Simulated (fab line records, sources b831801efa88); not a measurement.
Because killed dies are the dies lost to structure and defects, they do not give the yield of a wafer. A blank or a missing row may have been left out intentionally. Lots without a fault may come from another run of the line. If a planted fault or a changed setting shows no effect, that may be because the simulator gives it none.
Chamber matching -- flow gf180mcu -- 4 sister chambers for GF_CONTACT_CMP_04 on cmp-01
The step polishes SiO2. 4 wafers are shown with their chamber, then 7 later ones without.

WAFERS PAIRED WITH THEIR CHAMBERS
wafer,chamber,motorCurrentA (A)
L390.4,3,11.3
L391.4,2,11.3
L392.4,1,11.1
L392.5,0,13.2

WAFERS WHOSE CHAMBER IS MISSING
wafer,motorCurrentA (A)
L392.6,10.8
L393.4,11.7
L393.5,10.8
L393.6,10.9
L409.1,11.1
L409.3,10.5
L409.4,10.7

WHICH CHAMBER EACH WENT THROUGH
wafer,from the rows above,in truth
L392.6,can't be placed: 1 or 2 or 3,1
L393.4,can't be placed: 2 or 3 or 1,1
L393.5,can't be placed: 1 or 2 or 3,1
L393.6,can't be placed: 1 or 2 or 3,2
L409.1,can't be placed: 1 or 2 or 3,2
L409.3,can't be placed: 1 or 2 or 3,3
L409.4,can't be placed: 1 or 2 or 3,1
Correctly placed: 0 of 7. Can't be placed from these rows: 7 (the true chamber is among the candidates in 7). 0 placed wrongly.
How it was worked out, from the rows above alone: a wafer's distance from a chamber is the root of the sum, over the readings, of the square of ((its reading less the chamber's mean) divided by the reading's scatter). The wafer belongs to the nearest chamber; if the next one is less than 2 further off, it can't be placed. Each chamber's mean is taken over the wafers shown for it. The scatter: with one shown wafer a chamber, the root of the mean of the squares of how far each hidden wafer lies from its nearest shown one.
